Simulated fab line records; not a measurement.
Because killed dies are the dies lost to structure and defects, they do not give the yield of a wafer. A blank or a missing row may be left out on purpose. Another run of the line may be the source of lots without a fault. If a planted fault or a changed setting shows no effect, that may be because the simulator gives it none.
Struck lot and sound lot, side by side :: flow sky130 :: 37 steps out of a route of 708
Sound: these wafers, L931.1, L931.3, L931.6. The struck wafers were L920.2, L920.3, L920.6. At the end, the cause is stated.
Per side, at each step with rows, come the tool, then ch with its chambers, and then its first start. Under that, the readings that differ: sound wafers :: struck wafers :: difference of the means :: sigmas: that difference in standard deviations of wafers without a fault.
alike: same words and numbers on both sides, and readings whose means sit less than 2 such deviations apart. not compared: any withheld reading, any reading some wafer has no value for, any bound like >300 that may hide the same value, and any number with overlapping values for which the record gives no deviation.
Wherever a step has rows on one side only, a row that says differs or no value, or a row with sigmas, the two part there. When numbers do not overlap yet have no deviation, they are printed without sigmas and do not part them. A reading that every wafer of one side lacks parts them only if that side has two wafers or more.

first, 10 steps without rows for these wafers: SKY_DNWELL_DEVELOP_06 (develop time 60 s); SKY_DNWELL_IMPLANT_07; SKY_DNWELL_STRIP_08 (strips in O2/N2); SKY_PWDE_DEHYDRATE_00 (time 60 s); SKY_PWDE_HMDS_01 (prime time 60 s); SKY_PWDE_COAT_02 (resist thk 3000 nm); SKY_PWDE_SOFTBAKE_03; SKY_PWDE_EXPOSE_04 (exposes mask PWDEM, target cd 840 nm); SKY_PWDE_PEB_05; SKY_PWDE_DEVELOP_06 (develop time 60 s).
SKY_PWDE_IMPLANT_08:
  sound on implanter-03 ch 0, day 9 01:23; struck on implanter-03 ch 0, day 6 02:20
reading: beamOnS (s)
sound: 9.61 9.98 10.01
struck: 11.56 11.75 11.27
difference: +1.66
sigmas: +9

reading: endStationPressureTorr (Torr)
sound: 5.24e-06 4.89e-06 5.24e-06
struck: 7.783e-05 7.929e-05 8.108e-05
difference: +7.428e-05
sigmas: +99 or more

reading: faradayCurrentUA
sound: 21.1 20.4 20.3
struck: 17.2 17.0 17.7
difference: -3.3
sigmas: -9
  alike: doseIonsCm2
then, 1 step without rows for these wafers: SKY_PWDE_STRIP_09 (strips in O2/N2).
SKY_PWDE_TW_MEAS_10:
  struck on filmMetro-03, day 6 02:34; sound on filmMetro-04, day 9 01:38
reading: PWDE_TW
sound: 370.2 372.9 372.2
struck: 394.1 392.6 391.2
difference: +20.9
sigmas: +8
then, 22 steps without rows for these wafers: SKY_NWELL_DEHYDRATE_03 (time 60 s); SKY_NWELL_HMDS_04 (prime time 60 s); SKY_NWELL_COAT_05 (resist thk 3000 nm); SKY_NWELL_SOFTBAKE_06; SKY_NWELL_EXPOSE_07 (exposes mask NWM, target cd 840 nm); SKY_NWELL_PEB_08; SKY_NWELL_DEVELOP_09 (develop time 60 s); SKY_NWELL_IMPLANT_11; SKY_NWELL_IMPLANT_12; SKY_NWELL_IMPLANT_13; SKY_NWELL_STRIP_14 (strips in O2/N2); SKY_NWELL_DEHYDRATE_16 (time 60 s); SKY_NWELL_HMDS_17 (prime time 60 s); SKY_NWELL_COAT_18 (resist thk 3000 nm); SKY_NWELL_SOFTBAKE_19; SKY_NWELL_EXPOSE_20 (exposes mask NWM COMPLEMENT, target cd 840 nm); SKY_NWELL_PEB_21; SKY_NWELL_DEVELOP_22 (develop time 60 s); SKY_NWELL_IMPLANT_24; SKY_NWELL_STRIP_25 (strips in O2/N2); SKY_NWELL_CLEAN_27 (cleans in SC1/SC2, time 150 s); SKY_NWELL_RTA_28 (time 30 s).
SKY_NWELL_RS_MEAS_31: uses a four-point probe to measure.
  struck on filmMetro-04, day 7 18:01; sound on filmMetro-03, day 11 00:21
reading: PWDE_RS (ohm/sq)
sound: 5263 5288 5271
struck: 4761 4768 4756
difference: -512
sigmas: -21
-- the record jumps here: 41 days lie between the struck wafers' starts before and after (it left off in module NWELL and takes up again in module PAD_OPEN, whose first step shown is number 708 of the route) --
SKY_PAD_OPEN_PROBE_99:
  struck on prober-02, day 48 12:05; sound on prober-01, day 51 02:50
reading: killed_at_M4_up
sound: 1 1 0
struck: 6 6 2
difference: +4
sigmas: +2

reading: model.etest.res_p_drift_20v.lineOhmUm
sound: 1.103e+04 1.156e+04 1.161e+04
struck: 9181 9148 9089
difference: -2261
sigmas: 

reading: model.etest.res_p_drift_20v.rsOhmSq
sound: 9339 9750 9712
struck: 7612 7625 7554
difference: -2003
sigmas: 

reading: model.etest.resPwdeUnderGate.rsOhmSq
sound: 6206 6317 6247
struck: 5459 5518 5489
difference: -768
sigmas: 
  alike: killed_at_M0_to_M3, killedAtContacts, killedAtFrontEnd, killedAtOther, killedDies, killedOpen, killedShort

== WHERE THEY PART ==
First at SKY_PWDE_IMPLANT_08; last, within this record, at SKY_PAD_OPEN_PROBE_99.

WHY: whatever the simulator had introduced
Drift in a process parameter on implanter-03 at SKY_PWDE_IMPLANT_08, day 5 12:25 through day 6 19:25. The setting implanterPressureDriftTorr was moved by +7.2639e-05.
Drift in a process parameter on implanter-03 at SKY_PWDE_IMPLANT_08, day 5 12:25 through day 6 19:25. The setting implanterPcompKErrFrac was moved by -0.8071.
